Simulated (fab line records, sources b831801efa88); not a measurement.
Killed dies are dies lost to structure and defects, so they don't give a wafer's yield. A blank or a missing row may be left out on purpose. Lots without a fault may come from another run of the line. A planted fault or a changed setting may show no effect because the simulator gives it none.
A struck lot beside a sound one | flow sky130 | 16 steps out of a route of 708
Sound: wafers L689.1, L689.3, L689.6. Struck: wafers L699.1, L699.2, L699.4. The cause comes at the end.
At each step with rows: each side's tool, then ch and its chambers, then its first start. Under that, the readings that differ: sound wafers | struck wafers | difference of the means | sigmas: that difference in standard deviations of wafers without a fault.
alike: readings whose means differ by less than 2 such deviations, and words and numbers that are the same on both sides. not compared: withheld readings, readings that some wafer has no value for, bounds like >300 that may hide the same value, and numbers for which the record gives no deviation and whose values overlap.
The two part at a step that has a row with sigmas, a row that says differs or no value, or rows on one side only. Numbers that don't overlap but have no deviation are shown without sigmas and don't part them. A reading that every wafer of one side lacks parts them only if that side has two wafers or more.

SKY_CAP2M_THK_MEAS_01:
  sound on film_metro-04, day 40 09:01; struck on film_metro-01, day 43 10:47
  alike: CAP2M_CVD_00_THK
SKY_CAP2M_SPUTTER_02: material TiN, target thk 200 nm, time 166.7 s.
  sound on pvd_sputter-01, day 40 09:04; struck on pvd_sputter-01, day 43 10:50
  alike: throttle_valve_pct
SKY_CAP2M_RS_MEAS_03: measures by four-point-probe.
  sound on film_metro-03, day 40 09:11; struck on film_metro-04, day 43 10:57
  alike: CAP2M_TIN_RS
SKY_CAP2M_THK_MEAS_04: measures by xrf.
  sound on film_metro-03, day 40 09:19; struck on film_metro-04, day 43 11:04
  alike: CAP2M_TIN_THK
then, 7 steps without rows for these wafers: SKY_CAP2M_DEHYDRATE_05 (time 60 s); SKY_CAP2M_HMDS_06 (prime time 60 s); SKY_CAP2M_COAT_07 (resist thk 1140 nm); SKY_CAP2M_SOFTBAKE_08 (time 60 s); SKY_CAP2M_EXPOSE_09 (exposes mask CAP2M, target cd 1000 nm); SKY_CAP2M_PEB_10; SKY_CAP2M_DEVELOP_11 (develop time 60 s).
SKY_CAP2M_OVL_MEAS_12:
  sound on overlay-01, day 41 09:38; struck on overlay-01, day 44 08:32
  alike: CAP2M_OVL
SKY_CAP2M_METAL_ETCH_13: etches TiN in Cl2/BCl3, stops on SiO2, target depth 220 nm, time 62.9 s.
  sound on rie_metal-02 ch 1, day 41 09:41; struck on rie_metal-02 ch 0,1, day 44 08:35
  reading                                    | sound             | struck            | difference | sigmas
  bias_w (W)                                 | 48.18 48.25 48.34 | 40.15 40.40 40.44 | -7.93      | -50
  model.NOVOLAK_of_CAP2M_COAT_07.thk_nm (nm) | 995.7 995.8 995.8 | 1006 1008 1008    | +12        |
  alike: chamber_pressure_mTorr, drypump_motor_current_A, oes_product_au, throttle_valve_pct
  not compared: rf_hours_counter_h, model.etch.depth_nm, model.CAP2M.feature_depth_nm
SKY_CAP2M_STRIP_14: strips in O2/N2.
  sound on plasma_asher-03 ch 0,1, day 41 09:46; struck on plasma_asher-04 ch 0,1, day 44 08:40
  reading                      | sound             | struck            | difference | sigmas
  strip_time_to_endpoint_s (s) | 12.68 12.68 12.68 | 12.79 12.83 12.83 | +0.14      | +3
  alike: chamber_pressure_mTorr, drypump_motor_current_A, n2_flow_sccm, oes_product_au
  not compared: rf_hours_counter_h
then, 1 step without rows for these wafers: SKY_CAP2M_STRIP_15 (strips in post etch residue remover, time 1200 s).
-- the record jumps here: 5 days lie between the struck wafers' starts before and after (it left off in module CAP2M and takes up again in module PAD_OPEN, whose first step shown is number 708 of the route) --
SKY_PAD_OPEN_PROBE_99:
  sound on prober-01, day 46 08:53; struck on prober-01, day 48 21:03
  reading                               | sound                | struck                    | difference | sigmas
  model.etest.tester.sort_n_pass        | 399 409 400          | 287 0 270                 | -217       |
  model.etest.via4_chain.rc_ohm         | 0.8102 0.8006 0.7989 | 1.395 434.1 1.449         | +144.845   |
  model.etest.tester.sort_yield_pct (%) | 81.1 83.13 81.3      | 58.33 0 54.88             | -44.11     |
  model.etest.tester.sort_bin_4_pct (%) | 0 0 0                | 1.004e-11 80.69 1.729e-08 | +2.690e+01 |
  alike: defect_limited_yield, killed_at_M0_to_M3, killed_at_M4_up, killed_at_contacts, killed_at_front_end, killed_at_other, killed_dies, killed_open, killed_short
  not compared: model.etest.tester.sort_bin_5_pct, model.etest.cap_mim2.leak_log10_a_cm2, model.etest.tester.sort_bin_8_pct

WHERE THEY PART
First at SKY_CAP2M_METAL_ETCH_13; last, within this record, at SKY_CAP2M_STRIP_14. Later steps at which nothing parts them and some readings are alike: SKY_PAD_OPEN_PROBE_99.

WHY: what the simulator had put in
Process parameter drift: rie_metal-02, from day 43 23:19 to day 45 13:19, at SKY_CAP2M_METAL_ETCH_13. Setting bias_w, moved by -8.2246, from 48.5. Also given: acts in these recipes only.
